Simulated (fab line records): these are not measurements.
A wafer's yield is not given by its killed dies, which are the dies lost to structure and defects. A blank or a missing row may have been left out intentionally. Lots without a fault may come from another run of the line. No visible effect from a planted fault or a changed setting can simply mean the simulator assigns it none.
A struck lot beside a sound one    flow sfq line    25 out of 325 route steps
Sound: these wafers, L339.2, L339.3, L339.6. Struck: wafer L348.1 (left out: L348.4, L348.5 of the same lot, which were not struck); the cause appears at the end.
Per side, at each step with rows, come the tool, then ch with its chambers, and then its first start. Under that, the readings that differ: sound wafers    struck wafers    difference of the means    sigmas: that difference in standard deviations of wafers without a fault.
alike: same words and numbers on both sides, and readings whose means sit less than 2 such deviations apart. not compared: any withheld reading, any reading some wafer has no value for, any bound like >300 that may hide the same value, and any number with overlapping values for which the record gives no deviation.
The two part at a step that has a row with sigmas, a row that says differs or no value, or rows on one side only. Numbers that have no deviation but don't overlap get no sigmas and don't part them. Lack of a reading on every wafer of one side parts them only where that side has two or more wafers.

first, 6 steps without rows for these wafers: SFQ_TRILAYER_M7_LITHO_COAT_182 (resist thk 62 nm); SFQ_TRILAYER_M7_LITHO_COAT_177 (resist thk 600 nm); SFQ_TRILAYER_M7_LITHO_SOFTBAKE_181; SFQ_TRILAYER_M7_LITHO_EXPOSE_178 (exposes mask M7, target cd 500 nm); SFQ_TRILAYER_M7_LITHO_PEB_180 (peb time 60 s); SFQ_TRILAYER_M7_LITHO_DEVELOP_179 (time 60 s).
SFQ_M7_OVL_MEAS_945:
  struck on overlay-02, day 74 05:20; sound on overlay-02, day 69 16:59
  alike: M7_OVL
then, 1 step without rows for these wafers: SFQ_TRILAYER_M7_BARC_OPEN_METAL_ETCH_229 (etches BARC in O2, target depth 125 nm, time 41.7 s).
SFQ_TRILAYER_M7_ETCH_METAL_ETCH_180: etches Nb in Cl2/Ar, stops on SiO2, target depth 240 nm, time 120 s.
  sound on rie metal-04 ch 0,1, day 69 17:04; struck on rie metal-03 ch 0, day 74 05:26
  alike: drypump motor current A, oes product au
  not compared: rf hours counter h
SFQ_TRILAYER_M7_STRIP_STRIP_181: strips in O2.
  sound on rie metal-04 ch 0,1, day 69 17:11; struck on rie metal-03 ch 0, day 74 05:34
  alike: drypump motor current A, oes product au
  not compared: rf hours counter h
then, 1 step without rows for these wafers: SFQ_TRILAYER_M7_STRIP_SOLV_CLEAN_182 (cleans in NMP, time 600 s).
SFQ_TRILAYER_I7_DEP_PECVD_183: deposits SiO2 from SiH4/N2O, time 111.11 s, target thk 500 nm.
  sound on pecvd-04 ch 0,2, day 69 17:58; struck on pecvd-04 ch 2, day 74 06:20
  alike: heater power w, showerhead vpp V, throttle valve pct
SFQ_TRILAYER_I7_CMP_CMP_184: polishes SiO2.
  sound on cmp-02 ch 1,3, day 70 09:24; struck on cmp-02 ch 2, day 74 07:25
reading                                              sound              struck  difference  sigmas
motor current A (A)                                  10.9 10.4 10.2     12.4    +1.9        +3
time to endpoint s (s)                               212 220 222        195     -23         -4
model.SiO2_of_TRILAYER_I7_DEP_PECVD_183.thk nm (nm)  199.8 201.4 201.7  219.7   +18.7       
  alike: slurry filter dp kPa
SFQ_I7_BOW_MEAS_946:
  struck on film metro-03, day 74 09:25; sound on film metro-02, day 70 11:55
  alike: I7_BOW
SFQ_TRILAYER_I7_METRO_MEASURE_185:
  struck on film metro-03, day 74 09:32; sound on film metro-02, day 70 12:13
reading      sound              struck  difference  sigmas
thk nm (nm)  199.7 201.2 201.7  219.7   +18.8       +22
then, 6 steps without rows for these wafers: SFQ_TRILAYER_I7_VIA_LITHO_COAT_192 (resist thk 62 nm); SFQ_TRILAYER_I7_VIA_LITHO_COAT_187 (resist thk 650 nm); SFQ_TRILAYER_I7_VIA_LITHO_SOFTBAKE_191; SFQ_TRILAYER_I7_VIA_LITHO_EXPOSE_188 (exposes mask I7, target cd 1000 nm); SFQ_TRILAYER_I7_VIA_LITHO_PEB_190 (peb time 60 s); SFQ_TRILAYER_I7_VIA_LITHO_DEVELOP_189 (time 60 s).
-- the record jumps here: 2 days lie between the struck wafers' starts before and after --
SFQ_I7_OVL_MEAS_947:
  struck on overlay-02, day 76 18:46; sound on overlay-01, day 71 08:21
  alike: I7_OVL
SFQ_TRILAYER_I7_VIA_BARC_OPEN_VIA_ETCH_260: etches BARC in O2, target depth 125 nm, time 41.7 s.
  sound on rie diel-02 ch 0,1, day 71 08:23; struck on rie diel-04 ch 2, day 76 18:48
reading                sound              struck  difference  sigmas
oes product au (a.u.)  0.688 0.679 0.692  0.697   +0.011      +2
  alike: drypump motor current A
  not compared: rf hours counter h
SFQ_TRILAYER_I7_VIA_ETCH_VIA_ETCH_190: etches SiO2 in CHF3, stops on Nb, target depth 260 nm.
  sound on rie diel-02 ch 0,1, day 71 08:25; struck on rie diel-04 ch 2, day 76 18:50
reading                         sound              struck  difference  sigmas
oes product au (a.u.)           0.852 0.856 0.862  0.899   +0.042      +9
model.etch.depth nm (nm)        199.8 201.4 201.7  219.7   +18.7       
model.I7.feature depth nm (nm)  199.8 201.4 201.7  219.7   +18.7       
  alike: drypump motor current A
SFQ_TRILAYER_I7_VIA_STRIP_STRIP_191: strips in O2.
  sound on rie metal-02 ch 0, day 71 08:44; struck on rie metal-01 ch 1, day 76 18:57
reading                 sound              struck  difference                    sigmas
oes product au (a.u.)   0.982 0.977 0.985  1.014   +0.033                        +4
rf hours counter h (h)  - - -              112     no value on the sound wafers  
  alike: drypump motor current A

== WHERE THEY PART ==
First at SFQ_TRILAYER_I7_CMP_CMP_184; last, within this record, at SFQ_TRILAYER_I7_VIA_STRIP_STRIP_191.

WHY: whatever the simulator had introduced
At SFQ_TRILAYER_I7_CMP_CMP_184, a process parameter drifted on cmp-02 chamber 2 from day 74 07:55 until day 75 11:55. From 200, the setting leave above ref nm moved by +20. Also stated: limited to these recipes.
